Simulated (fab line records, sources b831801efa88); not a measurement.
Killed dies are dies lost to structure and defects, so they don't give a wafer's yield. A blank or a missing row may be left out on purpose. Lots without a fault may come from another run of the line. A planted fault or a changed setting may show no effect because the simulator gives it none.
fab line records | flow sky130
record lots=6 wafers=18 last_day=50
route steps=708 shown VIA1@472 METAL2@483
lots that met no fault: from a run of the same line without faults
start_h: hours from the record's first day to the start of the lot's first wafer shown | wait_h: hours since the lot's step before | " the same as in the row above | L1.1+2: a row that stands for several wafers | - no value, or no start given | * or withheld: withheld | < > ~ a bound
route shown NAME@n: a module of which the file shows steps, and the number in the route of the first | usual: mean/standard deviation of fault-free wafers | same: alike in all rows | chamber/n: place in a boat | sites: the reading at each site | _std_site: their standard deviation | _edge_site: outer sites' mean less inner sites' | radius_mm: how far each site lies from the wafer's centre | mask NAME#n: copy n | behind: the tool/chamber that last shaped the wafer | hold: why the lot was held/for how many hours/how that ended | device: the transistor (n, p or np) that didn't switch | end of line: the same wafers' tests at the end of the route | a step without rows: its recipe alone | killed: dies lost to structure and defects at the first sort, not the wafer's yield | map: a wafer's dies, x killed, . not, _ none there
set.NAME: the setting as run; set.NAME@STEP: as run at that earlier step | model.NAME: the simulator's own value behind a step, which no gauge read
lots at some steps of the route; a table a step, a row a wafer
services: from which hour (start_h, from the record's first day; less than 0 if before it) a tool's chamber was out of use, for how many hours, and why
## steps
# step SKY_VIA1_ETCH_14
# recipe chemistry=N2/H2 target=BARC ion_energy_ev=200 source_w=500 bias_w=100 pressure_mtorr=30 n2_flow_sccm=100 h2_flow_sccm=200 stop_on=SiO2 time_s=45.9 target_depth_a=600
# usual drypump_motor_current_A=5.7/0.5 oes_product_au=0.855/0.0045 throttle_valve_pct=13.225/0.0084
# columns lot.wafer tool chamber start_h wait_h drypump_motor_current_A oes_product_au rf_hours_counter_h throttle_valve_pct
L816.2 rie_diel-01 2 811.30 0.0 5.8 0.863 12 13.221
L816.4 " 1 " " 6.2 0.853 13 13.224
L816.5 " 2 " " 5.8 0.848 - 13.218
L818.1 rie_diel-02 1 835.95 0.0 6.1 0.853 17 13.232
L818.4 " 0 " " 5.1 0.853 4 13.218
L818.5 " 0 " " 5.1 0.853 - 13.214
L831.1 rie_diel-01 1 923.51 0.0 6.2 0.850 17 13.229
L831.3 " 0 " " 6.1 0.858 13 13.225
L831.5 " 2 " " 5.8 0.851 - 13.231
L832.2 rie_diel-02 0 933.28 0.0 5.1 0.844 6 13.217
L832.4 " 3 " " 5.3 0.849 3 13.234
L832.6 " 1 " " 6.1 0.856 - 13.216
L837.1 rie_diel-01 0 968.93 0.0 6.1 0.855 15 13.214
L837.2 " 1 " " 6.2 0.858 18 13.219
L837.3 " 3 " " 5.0 0.862 10 13.219
L838.2 rie_diel-01 1 970.65 0.0 6.2 0.849 18 13.230
L838.3 " 2 " " 5.8 0.852 17 13.235
L838.6 " 2 " " 5.8 0.851 - 13.237
# step SKY_VIA1_ETCH_15
# recipe target=SiO2 chemistry=C4F8/O2/Ar target_depth_nm=351 stop_on=TiN mask_material=KrF-thick source_w=1500 bias_w=1200 pressure_mtorr=40 c4f8_flow_sccm=withheld O2_flow_sccm=6 Ar_flow_sccm=300 time_s=54
# usual oes_product_au=0.980/0.0055
# columns lot.wafer tool chamber start_h wait_h oes_product_au rf_hours_counter_h
L816.2 rie_diel-01 2 811.34 0.0 0.985 12
L816.4 " 1 " " 0.988 13
L816.5 " 2 " " 0.984 -
L818.1 rie_diel-02 1 835.99 0.0 0.977 17
L818.4 " 0 " " 0.976 4
L818.5 " 0 " " 0.973 -
L831.1 rie_diel-01 1 923.55 0.0 0.978 17
L831.3 " 0 " " 0.974 13
L831.5 " 2 " " 0.975 -
L832.2 rie_diel-02 0 933.32 0.0 0.970 6
L832.4 " 3 " " 0.971 3
L832.6 " 1 " " 0.978 -
L837.1 rie_diel-01 0 968.97 0.0 0.975 15
L837.2 " 1 " " 0.979 18
L837.3 " 3 " " 0.984 10
L838.2 rie_diel-01 1 970.69 0.0 0.982 18
L838.3 " 2 " " 0.982 17
L838.6 " 2 " " 0.981 -
# step SKY_VIA1_STRIP_16
# recipe chemistry=O2/N2 power_w=1400 pressure_mtorr=1500 platen_temp_c=withheld o2_flow_sccm=3000 n2_flow_sccm=300 overash_fraction=0.5
# step SKY_VIA1_STRIP_17
# recipe chemistry=post_etch_residue_remover time_s=1200 temp_c=72.5
# step SKY_VIA1_CLEAN_18
# recipe chemistry=IPA time_s=180 temp_c=25
# step SKY_VIA1_CLEAN_19
# recipe chemistry=O3/DIW dry=n2_spin
# step SKY_VIA1_SPUTTER_20
# recipe material=TiN target_thk_nm=20 chamber_pressure_pa=5 power_w=4000 time_s=80
# usual cathode_dc_power_W=4000.0/0.74 chamber_pressure_pa=4.999/0.0089 throttle_valve_pct=29.6/1.3
# columns lot.wafer tool chamber start_h wait_h cathode_dc_power_W chamber_pressure_pa throttle_valve_pct
L816.2 pvd_sputter-01 - 812.01 0.0 3998.9 5.002 30.5
L816.4 " - " " 4000.7 5.015 29.4
L816.5 " - " " 3999.1 5.007 30.5
L818.1 pvd_sputter-02 - 836.63 0.0 3999.1 4.993 30.6
L818.4 " - " " 4000.8 5.021 28.5
L818.5 " - " " 4001.1 4.987 29.8
L831.1 pvd_sputter-03 - 924.20 0.0 3998.6 5.000 30.3
L831.3 " - " " 4001.0 4.989 26.4
L831.5 " - " " 3999.8 4.995 29.3
L832.2 pvd_sputter-03 - 933.96 0.0 4000.3 4.993 29.9
L832.4 " - " " 3999.7 5.004 29.4
L832.6 " - " " 4000.4 5.001 30.0
L837.1 pvd_sputter-01 - 969.61 0.0 3999.7 4.994 30.1
L837.2 " - " " 4001.3 5.004 29.4
L837.3 " - " " 3999.5 4.993 30.6
L838.2 pvd_sputter-01 - 971.34 0.0 4000.8 5.001 30.7
L838.3 " - " " 4000.8 4.992 29.0
L838.6 " - " " 3999.7 5.002 29.7
# step SKY_VIA1_CVD_21
# recipe material=W target_thk_nm=270 time_s=80.902 temp_c=400 pressure_torr=40
# step SKY_VIA1_RS_MEAS_22
# recipe thk_meas_gauge=four-point-probe reads=W_of_VIA1_CVD_21+TiN_of_VIA1_SPUTTER_20
# usual VIA1_W_RS=0.425/0.0047
# columns lot.wafer tool chamber start_h wait_h VIA1_W_RS[ohm/sq]
L816.2 film_metro-04 - 812.18 0.1 0.419
L816.4 " - " " 0.425
L816.5 " - " " 0.426
L818.1 film_metro-02 - 836.78 0.1 0.423
L818.4 " - " " 0.420
L818.5 " - " " 0.420
L831.1 film_metro-04 - 924.35 0.1 0.422
L831.3 " - " " 0.424
L831.5 " - " " 0.424
L832.2 film_metro-04 - 934.14 0.1 0.423
L832.4 " - " " 0.421
L832.6 " - " " 0.423
L837.1 film_metro-02 - 969.77 0.1 0.421
L837.2 " - " " 0.431
L837.3 " - " " 0.428
L838.2 film_metro-04 - 971.51 0.1 0.430
L838.3 " - " " 0.428
L838.6 " - " " 0.423
# step SKY_VIA1_THK_MEAS_23
# recipe thk_meas_gauge=xrf reads=W_of_VIA1_CVD_21
# usual VIA1_W_THK=267/3.4
# columns lot.wafer tool chamber start_h wait_h VIA1_W_THK[nm]
L816.2 film_metro-04 - 812.29 0.1 272
L816.4 " - " " 269
L816.5 " - " " 268
L818.1 film_metro-02 - 836.90 0.1 268
L818.4 " - " " 270
L818.5 " - " " 269
L831.1 film_metro-04 - 924.47 0.1 269
L831.3 " - " " 269
L831.5 " - " " 270
L832.2 film_metro-04 - 934.25 0.1 271
L832.4 " - " " 271
L832.6 " - " " 270
L837.1 film_metro-02 - 969.89 0.1 266
L837.2 " - " " 260
L837.3 " - " " 264
L838.2 film_metro-04 - 971.62 0.1 265
L838.3 " - " " 267
L838.6 " - " " 271
# step SKY_VIA1_CMP_24
# recipe stop_on=SiO2 t_overpolish_s=15 down_force_psi=3.5 platen_rpm=60 target_thk_nm=0 pad_velocity_m_s=0.94248
# usual edge_zone_pressure_frac=1.000/0.0052 motor_current_A=11.0/1 overpolish_run_s=15.000/0.0098 platen_rpm=60.00/0.045 time_to_endpoint_s=65/3
# columns lot.wafer tool chamber start_h wait_h edge_zone_pressure_frac motor_current_A overpolish_run_s platen_rpm time_to_endpoint_s
L816.2 cmp-01 3 812.44 0.1 1.005 10.1 14.992 59.98 66
L816.4 " 0 " " 0.996 12.5 15.002 60.03 65
L816.5 " 2 " " 0.996 12.0 14.994 59.99 62
L818.1 cmp-02 0 836.96 0.1 0.997 9.4 15.008 59.99 65
L818.4 " 1 " " 0.994 10.7 14.993 59.97 65
L818.5 " 1 " " 1.001 10.7 15.001 59.98 64
L831.3 cmp-02 2 924.53 0.0 0.994 10.4 14.993 60.06 59
L831.1 " 3 " " 1.005 10.8 14.990 60.02 64
L831.5 " 3 " " 0.995 10.2 15.000 59.96 65
L832.2 cmp-01 2 934.35 0.1 1.000 12.0 14.994 60.08 64
L832.4 " 0 " " 1.004 13.3 15.008 60.00 71
L832.6 " 2 " " 1.001 12.6 15.015 60.04 66
L837.2 cmp-02 3 970.00 0.1 0.997 11.1 15.002 60.04 67
L837.1 " 0 " " 1.001 9.7 15.004 60.00 65
L837.3 " 1 " " 1.018 11.7 14.995 59.98 64
L838.2 cmp-01 3 971.72 0.1 1.000 10.8 14.993 59.98 63
L838.3 " 1 " " 0.998 9.5 14.991 59.94 65
L838.6 " 3 " " 0.999 9.9 15.002 60.00 64
# step SKY_METAL2_SPUTTER_00
# recipe material=Ti target_thk_nm=15 power_w=3000 time_s=10 chamber_pressure_pa=0.4
# step SKY_METAL2_SPUTTER_01
# recipe material=TiN target_thk_nm=20 power_w=6500 time_s=16.7 chamber_pressure_pa=0.4
# usual cathode_dc_power_W=6500.0/1.1 chamber_pressure_pa=0.4001/0.00068 throttle_valve_pct=29.9/0.86
# columns lot.wafer tool chamber start_h wait_h cathode_dc_power_W chamber_pressure_pa throttle_valve_pct
L816.2 pvd_sputter-04 - 812.66 0.0 6499.5 0.3990 28.9
L816.4 " - " " 6499.0 0.3996 30.0
L816.5 " - " " 6501.2 0.3997 29.1
L818.1 pvd_sputter-02 - 837.28 0.0 6500.0 0.3998 28.4
L818.4 " - " " 6500.3 0.3998 30.7
L818.5 " - " " 6498.3 0.4003 29.8
L831.1 pvd_sputter-04 - 924.86 0.0 - - -
L831.3 " - " " - - -
L831.5 " - " " - - -
L832.2 pvd_sputter-04 - 934.62 0.0 - - -
L832.4 " - " " - - -
L832.6 " - " " - - -
L837.1 pvd_sputter-02 - 970.27 0.0 6499.5 0.3999 28.2
L837.2 " - " " 6501.2 0.4023 30.8
L837.3 " - " " 6498.0 0.4013 29.7
L838.2 pvd_sputter-02 - 971.99 0.0 6499.1 0.3996 31.5
L838.3 " - " " 6499.8 0.4010 29.7
L838.6 " - " " 6499.4 0.4002 31.3
# step SKY_METAL2_SPUTTER_02
# recipe material=AlCu target_thk_nm=250 power_w=10600 time_s=13.3 chamber_pressure_pa=0.4
# usual cathode_dc_power_W=10600/1.8 chamber_pressure_pa=0.4000/0.00084 throttle_valve_pct=29.9/0.87
# columns lot.wafer tool chamber start_h wait_h cathode_dc_power_W chamber_pressure_pa throttle_valve_pct
L816.2 pvd_sputter-04 - 812.69 0.0 10603 0.3994 28.7
L816.4 " - " " 10600 0.3991 29.9
L816.5 " - " " 10602 0.4002 28.8
L818.1 pvd_sputter-02 - 837.31 0.0 10599 0.3993 28.3
L818.4 " - " " 10596 0.3989 30.9
L818.5 " - " " 10601 0.4005 29.8
L831.1 pvd_sputter-04 - 924.88 0.0 10601 0.4005 29.6
L831.3 " - " " 10600 0.3994 29.2
L831.5 " - " " 10601 0.3999 30.8
L832.2 pvd_sputter-04 - 934.65 0.0 10600 0.4002 28.9
L832.4 " - " " 10601 0.4002 29.9
L832.6 " - " " 10596 0.4007 29.7
L837.1 pvd_sputter-02 - 970.30 0.0 10599 0.4004 28.3
L837.2 " - " " 10600 0.3995 31.0
L837.3 " - " " 10599 0.3994 29.7
L838.2 pvd_sputter-02 - 972.02 0.0 10603 0.4005 31.4
L838.3 " - " " 10602 0.4004 29.7
L838.6 " - " " 10599 0.4009 31.1
## services
# columns tool chamber start_h hours kind
rie_diel-02 3 788.80 - clean
rie_diel-02 3 788.80 18.6 scheduled_down
rie_diel-02 3 788.80 18.6 vent_cycle
pvd_sputter-04 - 797.39 6.3 repair
pvd_sputter-01 - 812.85 0.6 repair
cmp-02 - 814.68 1.3 repair
rie_diel-01 2 814.95 5.2 repair
pvd_sputter-02 - 815.32 7.7 repair
pvd_sputter-04 - 878.17 1.7 repair
cmp-01 - 881.40 0.9 repair
cmp-02 - 882.49 1.5 repair
pvd_sputter-01 - 897.08 3.7 repair
cmp-01 - 899.94 4.1 pm
cmp-02 - 904.19 5.7 pm
cmp-01 - 919.72 4.0 pm
cmp-01 - 923.72 - consumable_replace:conditioner
cmp-01 - 923.72 - consumable_replace:pad
pvd_sputter-04 - 927.74 6.3 repair
pvd_sputter-03 - 931.24 2.2 repair
pvd_sputter-03 - 937.18 2.4 repair
cmp-01 - 941.70 0.7 repair
cmp-01 - 952.95 6.3 pm
cmp-01 - 968.12 1.2 repair
## key
first_sign step=SKY_METAL2_SPUTTER_01 reading=tool_record direction=missing
effect none on later readings
met_at SKY_METAL2_SPUTTER_01
struck_wafers L831.1,L831.3,L831.5,L832.2,L832.4,L832.6
later_rows_left_out L831.1,L831.3,L831.5,L832.2,L832.4,L832.6
sort_left_out L831.1,L831.3,L831.5,L832.2,L832.4,L832.6
onset_between 812.66 924.86
fault kind=skipped_step_whole tool=pvd_sputter-04 chamber=- onset_h=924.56 steps=SKY_METAL2_SPUTTER_01 scope=struck_lots_only
# sort_left_out: the simulated sort isn't trusted on such a fault, so these wafers' sort isn't shown, and their yield isn't known
# later_rows_left_out: the simulator's readings of these wafers behind a module that went badly wrong aren't trusted and aren't shown, but for the sort
